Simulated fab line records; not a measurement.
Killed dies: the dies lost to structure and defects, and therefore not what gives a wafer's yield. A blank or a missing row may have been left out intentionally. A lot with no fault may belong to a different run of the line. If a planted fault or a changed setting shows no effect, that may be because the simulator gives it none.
Problem report in the 8D (eight disciplines) form, filled by code :: flow gf180mcu :: the parts of the form that need people (team, actions taken, sign-off) are left out

## 1. WHAT WENT WRONG
MIM_CVD_05_THK at GF_MIM_THK_MEAS_06 reads a mean of 27.0 nm on 3 wafers of 2 lots; wafers without a fault read 42.0 nm with a standard deviation of 0.54. Relative to the usual mean, that is a shift of -28 standard deviations.
Seen first at day 30 04:23 on film-metro-01, wafer L826.3. Wafers with a number at this step in the record: 36, from 12 lots. Rule for "out" (also "out of limits"): further than 4 standard deviations from the usual mean. The rest of the wafers with a number are treated as sound.

## 2. WHAT IT IS, WHAT IT ISN'T
question: which readings at this step
is: MIM_CVD_05_THK
is not: -

question: which lots
is: L826, L828
is not: L808, L809, L810, L812, L813, L814, L815, L818, L820, L823

question: which wafers of those lots
is: L826.3, L826.6, L828.1
is not: L826.4, L828.2, L828.4

question: read on which gauges
is: film-metro-01
is not: film-metro-03, film-metro-04

question: when
is: from day 30 04:23
is not: up to then (31 sound wafers); but 2 sound wafers of L828 came after

## 3. SUSPECTS, AND WHAT RULES EACH OUT
Counting: if a tool at a process step up to the reading ran every lot that is out, it stays a suspect. Sound lots after the first of them don't rule it out here, since some wafers of a struck lot are sound.
- the gauge at GF_MIM_THK_MEAS_06: kept. All the wafers that are out were read on film-metro-01, and no step on other tools shows them out.
- pecvd-02 at GF_MIM_CVD_05 (deposits Si3N4, target thk 42 nm, time 29.086 s): kept. It ran every lot that is out, first L826 (day 30 04:20); its last sound lot up to then is L823 (day 29 11:08).
What counting leaves: pecvd-02 at GF_MIM_CVD_05 and film-metro-01 at GF_MIM_THK_MEAS_06.

## 4. THE CAUSE (what the simulator had put in)
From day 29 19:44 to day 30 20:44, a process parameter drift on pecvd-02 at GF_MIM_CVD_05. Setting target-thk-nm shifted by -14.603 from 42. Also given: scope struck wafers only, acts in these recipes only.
Counting left 2 suspects, and this tool is among them.

## 5. THE CHAIN OF EFFECTS, in route order
Each row: a reading where the mean over the struck wafers with a number is more than 3 standard deviations away from the usual. Scope: only readings with a usual standard deviation given in the record; hours: median across lots of the time from each lot's start at the first step in this table that gives one to its start at this step; sigmas: change in usual standard deviations.
hours: 0
step: GF_MIM_THK_MEAS_06
reading: MIM_CVD_05_THK
usual: 42.0 nm
on struck wafers: 27.0
change: -15.0
sigmas: -28

hours: 90
step: GF_PASSIVATION_PROBE_99
reading: killed-at-other
usual: 0.1
on struck wafers: 1.7
change: +1.6
sigmas: +4.0
The process steps in it:
- GF_PASSIVATION_PROBE_99

## 6. WHAT WOULD HAVE CAUGHT IT SOONER
The first out-of-limits reading at a measuring or inspecting step in this record came at day 30 04:23, 9 hours after the fault's start at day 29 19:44.
No tool reading at GF_MIM_CVD_05 that has a usual standard deviation in the record was out on any struck wafer, so an alarm limit of 4 standard deviations on those readings would not have fired.
L828, from the lots that are out (2), started GF_MIM_CVD_05 on pecvd-02 later than day 30 04:23. Putting the tool on hold at that point would have spared it.
